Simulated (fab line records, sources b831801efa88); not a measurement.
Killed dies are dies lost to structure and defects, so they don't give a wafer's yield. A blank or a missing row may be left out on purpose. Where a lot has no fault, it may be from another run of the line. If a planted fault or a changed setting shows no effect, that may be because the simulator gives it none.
fab line records	flow sky130
[record] lots = 6	wafers = 18	last-day = 50
route steps=708 shown SONOS_ONO@181 GATE_OXIDE@187 PAD_OPEN@708
lots that met no fault: taken from a fault-free run of the same line
start-h: the number of hours between the record's first day and the start of the first shown wafer of the lot	wait-h: hours from the lot's prior step to this one	" identical to the entry in the row above	L1.1+2: one row covering several wafers at once	- no value, or no start was given	* or withheld: withheld	< > ~ a bound
route shown NAME@n: a module of which the file shows steps, and the number in the route of the first	usual: mean/standard deviation of fault-free wafers	same: alike in all rows	chamber/n: place in a boat	sites: readings site by site	_std_site: how widely they spread, as a standard deviation	_edge_site: the outer-site mean with the inner-site mean subtracted	radius-mm: for every site, how far away it sits from the centre of the wafer	mask NAME#n: copy n	behind: the most recent tool/chamber to have shaped the wafer	hold: the reason the lot was held/the length of the hold in hours/how it ended	device: the transistor (n, p or np) that didn't switch	end of line: tests of these same wafers at the route's end	step lacking rows: just its recipe	killed: dies lost to structure and defects at the first sort, not the wafer's yield	map: dies across one wafer; x = killed, . = not, _ = none there
set.NAME: the setting that was run; set.NAME@STEP: the one run at that earlier step	model.NAME: the simulator's own value behind a step, which no gauge read
certain route steps with their lots: each step a table, each wafer a row
services: a tool's chamber out of use, with start hour (start-h, from the record's first day; less than 0 if before it), hours out, and reason
[[steps]]
[step SKY_SONOS_ONO_CD_MEAS_13]
[recipe] target-cd-nm = 410
[usual] cd-nm = 409.3/2.5
lot.wafer	tool	chamber	start-h	wait-h	cd-nm
L871.1	cd-sem-01	-	289.81	0.1	408.3
L871.2	"	-	"	"	410.2
L871.3	"	-	"	"	406.6
L872.1	cd-sem-02	-	290.11	0.1	412.8
L872.5	"	-	"	"	412.7
L872.6	"	-	"	"	412.9
L881.2	cd-sem-02	-	365.56	0.1	404.5
L881.3	"	-	"	"	405.3
L881.4	"	-	"	"	405.4
L882.2	cd-sem-02	-	380.68	0.1	405.7
L882.5	"	-	"	"	404.3
L882.6	"	-	"	"	405.0
L887.2	cd-sem-01	-	440.66	0.1	412.7
L887.4	"	-	"	"	410.9
L887.6	"	-	"	"	411.9
L892.1	cd-sem-02	-	462.73	0.2	412.4
L892.2	"	-	"	"	411.3
L892.6	"	-	"	"	412.1
[step SKY_SONOS_ONO_OVL_MEAS_14]
[usual] SONOS_ONO_OVL = -0.8/1.7
lot.wafer	tool	chamber	start-h	wait-h	SONOS_ONO_OVL[nm]
L871.1	overlay-02	-	289.93	0.1	-4.0
L871.2	"	-	"	"	-2.2
L871.3	"	-	"	"	-3.0
L872.1	overlay-02	-	290.23	0.1	0.9
L872.5	"	-	"	"	1.0
L872.6	"	-	"	"	1.1
L881.2	overlay-01	-	365.67	0.1	0.4
L881.3	"	-	"	"	-0.6
L881.4	"	-	"	"	0.2
L882.2	overlay-02	-	380.79	0.1	-1.6
L882.5	"	-	"	"	-2.3
L882.6	"	-	"	"	-2.7
L887.2	overlay-01	-	440.77	0.1	-2.8
L887.4	"	-	"	"	-2.0
L887.6	"	-	"	"	-1.4
L892.1	overlay-02	-	462.85	0.1	0.5
L892.2	"	-	"	"	-0.4
L892.6	"	-	"	"	0.0
[step SKY_SONOS_ONO_ETCH_15]
[recipe] target-depth-nm = 19.52	chemistry = CHF3/O2	source-w = 600	bias-w = 200	pressure-mtorr = 40	chf3-flow-sccm = 50	O2_flow_sccm = 5	time-s = 7.8
[usual] chamber-pressure-mTorr = 40.00/0.034	drypump-motor-current-A = 5.8/0.42	oes-product-au = 1.000/0.0098	throttle-valve-pct = 8.823/0.0091
lot.wafer	tool	chamber	start-h	wait-h	chamber-pressure-mTorr	drypump-motor-current-A	oes-product-au	rf-hours-counter-h	throttle-valve-pct
L871.1	rie-diel-01	2	289.97	0.0	39.97	6.0	0.999	105	8.828
L871.2	"	3	"	"	40.01	6.2	1.000	0	8.802
L871.3	"	1	"	"	39.96	5.7	1.004	7	8.831
L872.1	rie-diel-02	0	290.27	0.0	40.03	5.8	0.983	92	8.822
L872.5	"	3	"	"	40.00	5.9	0.993	-	8.837
L872.6	"	2	"	"	39.99	5.9	1.002	-	8.821
L881.2	rie-diel-02	2	365.70	0.0	40.06	5.9	1.008	14	8.830
L881.3	"	3	"	"	39.98	5.9	0.991	34	8.839
L881.4	"	1	"	"	40.06	6.1	1.004	5	8.824
L882.2	rie-diel-03	3	380.82	0.0	39.96	6.1	0.992	10	8.818
L882.5	"	3	"	"	39.97	6.1	0.992	-	8.835
L882.6	"	0	"	"	40.04	6.5	1.003	-	8.814
L887.2	rie-diel-03	3	440.80	0.0	40.06	6.1	0.995	11	8.816
L887.4	"	0	"	"	39.99	6.5	0.989	-	8.838
L887.6	"	3	"	"	39.97	6.1	0.991	-	8.831
L892.1	rie-diel-03	0	462.88	0.0	39.98	6.5	1.005	16	8.818
L892.2	"	3	"	"	40.04	6.1	0.999	11	8.823
L892.6	"	2	"	"	40.00	5.7	0.987	-	8.831
[step SKY_SONOS_ONO_WET_ETCH_16]
[recipe] chemistry = dHF	target-depth-nm = 14	dry = n2-spin	target = SiO2	dilution = 100:1	temp-c = 25	time-s = 280
[step SKY_SONOS_ONO_STRIP_17]
[recipe] chemistry = O2/N2	power-w = 1400	pressure-mtorr = 1500	platen-temp-c = withheld	o2-flow-sccm = 3000	n2-flow-sccm = 300	overash-fraction = 0.5
[usual] chamber-pressure-mTorr = 1500.1/1.4	drypump-motor-current-A = 5.8/0.38	oes-product-au = 0.709/0.0043	strip-time-to-endpoint-s = 14.09/0.047
lot.wafer	tool	chamber	start-h	wait-h	chamber-pressure-mTorr	drypump-motor-current-A	oes-product-au	rf-hours-counter-h	strip-time-to-endpoint-s
L871.1	plasma-asher-03	1	290.07	0.0	1499.5	5.3	0.711	17	14.03
L871.2	"	0	"	"	1496.7	6.2	0.712	17	13.98
L871.3	"	1	"	"	1502.1	5.3	0.710	-	13.94
L872.1	plasma-asher-04	0	290.37	0.0	1499.8	6.0	0.707	60	14.07
L872.5	"	0	"	"	1499.7	6.0	0.715	-	14.10
L872.6	"	1	"	"	1500.9	5.4	0.703	-	14.07
L881.2	plasma-asher-04	0	365.81	0.0	1499.2	6.0	0.713	66	14.16
L881.3	"	0	"	"	1504.1	6.0	0.707	-	14.13
L881.4	"	1	"	"	1501.1	5.4	0.707	-	14.09
L882.2	plasma-asher-03	1	380.92	0.0	1499.8	5.3	0.709	25	14.14
L882.5	"	1	"	"	1500.4	5.3	0.708	-	14.08
L882.6	"	0	"	"	1502.4	6.2	0.704	-	14.08
L887.2	plasma-asher-02	1	440.90	0.0	1502.0	5.6	0.702	63	14.07
L887.4	"	1	"	"	1498.5	5.6	0.710	-	14.12
L887.6	"	0	"	"	1499.8	6.3	0.711	-	14.09
L892.1	plasma-asher-04	0	462.99	0.0	1499.0	6.0	0.710	4	14.14
L892.2	"	1	"	"	1500.1	5.4	0.714	4	14.09
L892.6	"	1	"	"	1500.8	5.4	0.704	-	14.12
[step SKY_SONOS_ONO_WET_ETCH_18]
[recipe] chemistry = H3PO4	target-depth-nm = 15	target = Si3N4	temp-c = 160	time-s = 172
[step SKY_GATE_OXIDE_CLEAN_00]
[recipe] chemistry = SC1/SC2	mix = 1:4:20	temp-c = 70	time-s = 150	dry = n2-spin
[step SKY_GATE_OXIDE_OXIDATION_01]
[recipe] temp-c = 900	ambient = O2	stabilise-s = 600	purge-s = 300	target-thk-a = 102.68	ox-time-s = 1473
[step SKY_GATE_OXIDE_THK_MEAS_02]
[recipe] reads = SiO2_of_GATE_OXIDE_OXIDATION_01
[usual] GATE_OXIDE_OXIDATION_00_THK = 10.27/0.19
lot.wafer	tool	chamber	start-h	wait-h	GATE_OXIDE_OXIDATION_00_THK[nm]
L871.1	film-metro-01	-	293.73	0.0	10.38
L871.2	"	-	"	"	10.34
L871.3	"	-	"	"	10.45
L872.1	film-metro-02	-	293.73	0.0	10.08
L872.5	"	-	"	"	10.17
L872.6	"	-	"	"	10.13
L881.2	film-metro-02	-	369.42	0.0	10.07
L881.3	"	-	"	"	10.07
L881.4	"	-	"	"	10.02
L882.2	film-metro-02	-	383.05	0.0	10.05
L882.5	"	-	"	"	10.23
L882.6	"	-	"	"	10.16
L887.2	film-metro-04	-	442.53	0.0	10.48
L887.4	"	-	"	"	10.27
L887.6	"	-	"	"	10.29
L892.1	film-metro-01	-	464.79	0.0	10.18
L892.2	"	-	"	"	10.34
L892.6	"	-	"	"	10.19
[step SKY_GATE_OXIDE_DEHYDRATE_03]
[recipe] temp-c = 200	time-s = 60
[step SKY_GATE_OXIDE_HMDS_04]
[recipe] prime-time-s = 60	prime-temp-c = 120
[step SKY_GATE_OXIDE_COAT_05]
[recipe] resist = NOVOLAK	spin-rpm = 3000	resist-thk-nm = 1140
[step SKY_GATE_OXIDE_SOFTBAKE_06]
[recipe] temp-c = 90	time-s = 60	resist = NOVOLAK
[usual] heater-power-total-W = 56.60/0.041	plate-temp-C = 90.00/0.11	resist-line-temp-C = 23.00/0.11
lot.wafer	tool	chamber	start-h	wait-h	heater-power-total-W	plate-temp-C	resist-line-temp-C	model.NOVOLAK_of_GATE_OXIDE_COAT_05.thk-nm
L871.1	litho-track-01	0	306.01	0.1	56.68	90.06	23.07	1144
L871.2	"	0	"	"	56.65	90.02	23.03	1145
L871.3	"	0	"	"	56.63	90.12	23.18	1145
L872.1	litho-track-03	0	306.37	0.1	56.55	89.94	23.16	1136
L872.5	"	0	"	"	56.55	89.94	22.97	1137
L872.6	"	0	"	"	56.58	90.06	23.11	1139
L881.2	litho-track-01	0	383.03	0.1	60.84	94.79	22.88	1130
L881.3	"	0	"	"	60.85	94.90	23.06	1128
L881.4	"	0	"	"	60.83	94.73	22.96	1125
L882.2	litho-track-01	0	397.58	0.1	60.83	94.74	22.95	1121
L882.5	"	0	"	"	60.87	94.67	22.98	1129
L882.6	"	0	"	"	60.84	94.61	23.03	1125
L887.2	litho-track-03	0	458.10	0.1	56.57	89.92	22.76	1136
L887.4	"	0	"	"	56.61	89.79	22.91	1140
L887.6	"	0	"	"	56.60	89.82	22.89	1141
L892.1	litho-track-02	0	480.09	0.1	56.58	89.96	22.94	1136
L892.2	"	0	"	"	56.64	89.88	22.83	1136
L892.6	"	0	"	"	56.64	89.97	22.85	1131
[step SKY_GATE_OXIDE_EXPOSE_07]
[recipe] mask-id = LVOM	na = 0.6	source-shape = conventional	sigma-outer = 0.6	polarization = unpolarized	target-cd-nm = 600	dose-mj = 170
[step SKY_GATE_OXIDE_PEB_08]
[recipe] temp-c = withheld	time-s = *	resist = NOVOLAK
[step SKY_GATE_OXIDE_DEVELOP_09]
[recipe] resist = NOVOLAK	developer = TMAH	develop-time-s = 60	dev-temp-c = 23
[usual] resist-line-temp-C = 23.00/0.11
lot.wafer	tool	chamber	start-h	wait-h	resist-line-temp-C	model.NOVOLAK_of_GATE_OXIDE_COAT_05.thk-nm
L871.1	litho-track-01	0	319.51	0.1	22.91	1144
L871.2	"	0	"	"	23.06	1145
L871.3	"	0	"	"	23.08	1144
L872.1	litho-track-01	0	319.81	0.1	23.06	1136
L872.5	"	0	"	"	23.04	1137
L872.6	"	0	"	"	22.96	1138
L881.2	litho-track-02	0	397.36	0.1	23.04	1130
L881.3	"	0	"	"	23.00	1128
L881.4	"	0	"	"	23.16	1125
L882.2	litho-track-01	0	412.28	0.1	23.14	1121
L882.5	"	0	"	"	23.08	1129
L882.6	"	0	"	"	23.05	1124
L887.2	litho-track-03	0	473.55	0.1	23.04	1136
L887.4	"	0	"	"	22.91	1139
L887.6	"	0	"	"	22.89	1141
L892.1	litho-track-01	0	495.56	0.1	23.01	1136
L892.2	"	0	"	"	23.14	1136
L892.6	"	0	"	"	23.09	1131
[step SKY_GATE_OXIDE_OVL_MEAS_10]
[usual] GATE_OXIDE_OVL = 1.2/1.3
lot.wafer	tool	chamber	start-h	wait-h	GATE_OXIDE_OVL[nm]
L871.1	overlay-01	-	319.66	0.1	3.1
L871.2	"	-	"	"	2.6
L871.3	"	-	"	"	2.6
L872.1	overlay-02	-	319.96	0.1	3.1
L872.5	"	-	"	"	2.7
L872.6	"	-	"	"	2.6
L881.2	overlay-01	-	397.49	0.1	-0.1
L881.3	"	-	"	"	1.9
L881.4	"	-	"	"	1.0
L882.2	overlay-02	-	412.42	0.1	-0.4
L882.5	"	-	"	"	0.1
L882.6	"	-	"	"	0.1
L887.2	overlay-01	-	473.68	0.1	1.1
L887.4	"	-	"	"	1.5
L887.6	"	-	"	"	0.3
L892.1	overlay-02	-	495.71	0.1	1.9
L892.2	"	-	"	"	2.0
L892.6	"	-	"	"	2.3
[step SKY_GATE_OXIDE_IMPLANT_11]
[recipe] species = B	energy-kev = 10	dose-cm2 = 2.6e+12	tilt-deg = withheld
[step SKY_GATE_OXIDE_WET_ETCH_12]
[recipe] chemistry = dHF	target-depth-nm = 16.8	dry = n2-spin	target = SiO2	dilution = 100:1	temp-c = 25	time-s = 336
[step SKY_GATE_OXIDE_STRIP_13]
[recipe] chemistry = O2/N2	power-w = 1400	pressure-mtorr = 1500	platen-temp-c = withheld	o2-flow-sccm = 3000	n2-flow-sccm = 300	overash-fraction = 0.5
[usual] chamber-pressure-mTorr = 1499.9/1.4	drypump-motor-current-A = 5.7/0.56	oes-product-au = 0.715/0.0053	strip-time-to-endpoint-s = 14.18/0.035
lot.wafer	tool	chamber	start-h	wait-h	chamber-pressure-mTorr	drypump-motor-current-A	oes-product-au	rf-hours-counter-h	strip-time-to-endpoint-s
L871.1	plasma-asher-03	1	319.96	0.0	1500.2	5.4	0.718	19	14.24
L871.2	"	0	"	"	1498.1	6.2	0.720	19	14.22
L871.3	"	0	"	"	1499.8	6.1	0.722	-	14.23
L872.1	plasma-asher-01	1	320.27	0.0	1498.5	4.8	0.715	62	14.14
L872.5	"	1	"	"	1498.5	4.8	0.723	-	14.15
L872.6	"	0	"	"	1499.4	6.3	0.707	-	14.17
L881.2	plasma-asher-03	0	397.77	0.0	1500.5	6.1	0.720	27	14.07
L881.3	"	0	"	"	1500.8	6.2	0.707	-	14.03
L881.4	"	1	"	"	1499.7	5.3	0.718	-	14.01
L882.2	plasma-asher-03	0	412.70	0.0	1499.5	6.2	0.710	28	13.94
L882.5	"	1	"	"	1499.0	5.3	0.703	-	14.04
L882.6	"	0	"	"	1497.0	6.2	0.702	-	13.99
L887.2	plasma-asher-01	1	473.96	0.0	1499.5	4.8	0.711	79	14.14
L887.4	"	1	"	"	1499.7	4.8	0.713	-	14.16
L887.6	"	1	"	"	1500.0	4.8	0.717	-	14.21
L892.1	plasma-asher-02	1	496.00	0.0	1501.5	5.6	0.711	69	14.13
L892.2	"	0	"	"	1499.9	6.3	0.716	69	14.13
L892.6	"	1	"	"	1498.8	5.6	0.715	-	14.07
[step SKY_GATE_OXIDE_TW_MEAS_14]
[usual] GATE_OXIDE_TW = 224.8/1.3
lot.wafer	tool	chamber	start-h	wait-h	GATE_OXIDE_TW
L871.1	film-metro-01	-	320.06	0.1	223.6
L871.2	"	-	"	"	225.9
L871.3	"	-	"	"	225.2
L872.1	film-metro-01	-	320.37	0.1	224.7
L872.5	"	-	"	"	224.9
L872.6	"	-	"	"	226.4
L881.2	film-metro-04	-	397.88	0.1	226.3
L881.3	"	-	"	"	225.3
L881.4	"	-	"	"	226.0
L882.2	film-metro-04	-	412.81	0.1	225.3
L882.5	"	-	"	"	224.9
L882.6	"	-	"	"	224.8
L887.2	film-metro-02	-	474.07	0.1	224.8
L887.4	"	-	"	"	224.9
L887.6	"	-	"	"	224.9
L892.1	film-metro-02	-	496.10	0.1	222.3
L892.2	"	-	"	"	224.0
L892.6	"	-	"	"	223.3
[step SKY_PAD_OPEN_PROBE_99]
[usual] killed_at_M0_to_M3 = 44/6.3	killed_at_M4_up = 2.8/1.7	killed-at-contacts = 25/5.8	killed-at-front-end = 14/4.4	killed-at-other = 0.3/0.49	killed-dies = 86/8.7	killed-open = 48/5.8	killed-short = 38/6
[same] gross-dies = 492	killed-at-back-side = 0
lot.wafer	tool	chamber	start-h	wait-h	killed_at_M0_to_M3	killed_at_M4_up	killed-at-contacts	killed-at-front-end	killed-at-other	killed-dies	killed-open	killed-short
L871.1	prober-02	-	1086.34	0.1	52	3	23	12	1	91	42	49
L871.2	prober-02	-	1086.39	0.1	49	3	23	6	1	82	46	36
L871.3	prober-02	-	1086.44	0.2	48	2	20	25	0	95	59	36
L881.2	prober-01	-	1139.58	0.1	38	2	31	18	0	89	55	34
L881.3	prober-01	-	1139.63	0.2	45	3	23	14	0	85	58	27
L881.4	prober-01	-	1139.68	0.2	44	3	13	16	0	76	43	33
L887.2	prober-02	-	1189.74	0.1	47	4	23	21	0	95	50	45
L887.4	prober-02	-	1189.84	0.2	38	6	27	15	0	86	43	43
L887.6	prober-02	-	1189.94	0.2	39	4	30	25	0	98	55	43
L892.1	prober-01	-	1195.15	0.1	54	3	23	15	1	96	48	48
L892.2	prober-01	-	1195.20	0.1	41	1	19	16	0	77	53	24
L892.6	prober-01	-	1195.40	0.2	41	6	18	11	0	76	40	36
// killed by level:class
L871.1 VIA1:geometric-particle:open=11 METAL1:geometric-particle:short=8 CONTACT:geometric-particle:short=8 VIA3:geometric-particle:open=8 VIA1:geometric-particle:short=7 CONTACT:geometric-particle:open=6 POLY_GATE:geometric-particle:short=4 METAL2:geometric-particle:short=4
L871.2 VIA1:geometric-particle:open=14 LI_CONTACT:geometric-particle:open=8 CONTACT:geometric-particle:open=8 METAL1:geometric-particle:short=8 VIA1:geometric-particle:short=6 VIA2:geometric-particle:short=4 VIA2:geometric-particle:open=4 LOCAL_INTERCONNECT:geometric-particle:short=3
L871.3 VIA1:geometric-particle:open=10 CONTACT:geometric-particle:open=8 VIA3:geometric-particle:open=7 VIA2:geometric-particle:open=7 LI_CONTACT:geometric-particle:open=6 POLY_GATE:geometric-particle:open=5 VIA1:geometric-particle:short=5 FIELD_ISO:geometric-particle:short=4
L881.2 LI_CONTACT:geometric-particle:open=12 VIA1:geometric-particle:open=10 CONTACT:geometric-particle:open=10 VIA2:geometric-particle:open=6 VIA3:geometric-particle:open=6 METAL2:geometric-particle:short=5 CONTACT:geometric-particle:short=5 POLY_GATE:geometric-particle:open=4
L881.3 VIA1:geometric-particle:open=14 CONTACT:geometric-particle:open=10 VIA3:geometric-particle:open=8 LI_CONTACT:geometric-particle:open=5 VIA2:geometric-particle:open=5 METAL3:geometric-particle:short=5 FIELD_ISO:geometric-particle:open=4 CONTACT:geometric-particle:short=4
L881.4 VIA1:geometric-particle:open=14 VIA3:geometric-particle:open=6 VIA2:geometric-particle:open=6 POLY_GATE:geometric-particle:open=5 CONTACT:geometric-particle:short=4 METAL2:geometric-particle:short=4 POLY_GATE:geometric-particle:short=3 VIA1:geometric-particle:short=3
L887.2 CONTACT:geometric-particle:open=10 VIA1:geometric-particle:open=8 VIA2:geometric-particle:open=8 METAL2:geometric-particle:short=7 FIELD_ISO:geometric-particle:open=6 CONTACT:geometric-particle:short=6 VIA3:geometric-particle:open=6 METAL1:geometric-particle:short=5
L887.4 CONTACT:geometric-particle:open=9 LI_CONTACT:geometric-particle:open=7 METAL2:geometric-particle:short=6 VIA2:geometric-particle:open=5 METAL1:geometric-particle:short=5 VIA1:geometric-particle:open=5 METAL4:geometric-particle:short=5 POLY_GATE:geometric-particle:open=4
L887.6 LI_CONTACT:geometric-particle:open=10 VIA3:geometric-particle:open=9 VIA2:geometric-particle:open=9 FIELD_ISO:geometric-particle:short=7 VIA1:geometric-particle:open=7 CONTACT:geometric-particle:open=6 LOCAL_INTERCONNECT:geometric-particle:short=6 FIELD_ISO:geometric-particle:open=5
L892.1 METAL1:geometric-particle:short=12 VIA1:geometric-particle:open=9 VIA1:geometric-particle:short=8 VIA2:geometric-particle:open=7 POLY_GATE:geometric-particle:open=6 LI_CONTACT:geometric-particle:open=6 CONTACT:geometric-particle:open=6 VIA3:geometric-particle:open=6
L892.2 VIA3:geometric-particle:open=12 CONTACT:geometric-particle:open=11 VIA1:geometric-particle:open=11 METAL1:geometric-particle:short=5 POLY_GATE:geometric-particle:open=4 VIA2:geometric-particle:open=4 SPACER:geometric-particle:open=3 LI_CONTACT:geometric-particle:open=3
L892.6 CONTACT:geometric-particle:open=9 VIA1:geometric-particle:open=8 VIA1:geometric-particle:short=6 METAL4:geometric-particle:short=6 VIA2:geometric-particle:short=5 VIA2:geometric-particle:open=4 LI_CONTACT:geometric-particle:open=4 METAL2:geometric-particle:short=4
[[services]]
tool	chamber	start-h	hours	kind
rie-diel-03	3	272.70	15.0	repair
rie-diel-03	-	274.49	0.9	repair
rie-diel-03	0	277.25	14.4	repair
rie-diel-03	2	281.60	7.2	repair
plasma-asher-03	-	295.94	4.4	repair
plasma-asher-02	-	300.83	0.4	repair
rie-diel-03	-	315.33	1.6	repair
plasma-asher-03	-	315.81	4.0	repair
plasma-asher-02	-	332.70	3.2	repair
plasma-asher-04	-	345.66	15.6	pm
rie-diel-02	2	356.92	3.5	repair
rie-diel-03	-	366.50	1.4	repair
plasma-asher-03	-	367.16	9.7	repair
rie-diel-02	2	386.86	21.4	repair
rie-diel-02	3	401.52	16.0	repair
plasma-asher-04	-	421.25	9.0	pm
rie-diel-02	-	426.89	0.3	repair
plasma-asher-02	-	432.04	2.8	pm
rie-diel-03	3	441.89	2.9	repair
rie-diel-03	3	450.17	8.9	repair
plasma-asher-03	-	454.56	19.3	repair
rie-diel-02	2	461.35	10.1	repair
rie-diel-02	1	469.76	5.8	repair
plasma-asher-03	-	473.83	14.6	pm
[[key]]
[first-sign] step = SKY_GATE_OXIDE_SOFTBAKE_06	reading = heater-power-total-W	direction = up	sigmas = 99+	usual = *	struck = *
[effect] step = SKY_GATE_OXIDE_SOFTBAKE_06	reading = plate-temp-C	direction = up	sigmas = 42	usual = *	struck = *
[effect] step = SKY_GATE_OXIDE_STRIP_13	reading = strip-time-to-endpoint-s	direction = down	sigmas = 4.7	usual = *	struck = *
[model-effect] step = SKY_GATE_OXIDE_SOFTBAKE_06	value = NOVOLAK_of_GATE_OXIDE_COAT_05.thk-nm	without = 1141	struck = 1126
[model-effect] step = SKY_GATE_OXIDE_DEVELOP_09	value = NOVOLAK_of_GATE_OXIDE_COAT_05.thk-nm	without = 1141	struck = 1126
met-at SKY_GATE_OXIDE_SOFTBAKE_06
struck-wafers L881.2,L881.3,L881.4,L882.2,L882.5,L882.6
tester-left-out L881,L882
onset-between 306.01 383.03
[fault] kind = process-parameter-drift	tool = litho-track-01	chamber = -	onset-h = 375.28	steps = SKY_GATE_OXIDE_SOFTBAKE_06	channel = temp-c	offset = *	shape = step	end-h = 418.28	acts-in = *	stated = *
// tester-left-out: of these lots the tester's yield and bins aren't shown, on N5 and GAA mostly nor the transistor test; their killed dies are dies lost to structure and defects alone, not to doping, threshold or leakage, so they don't give the yield
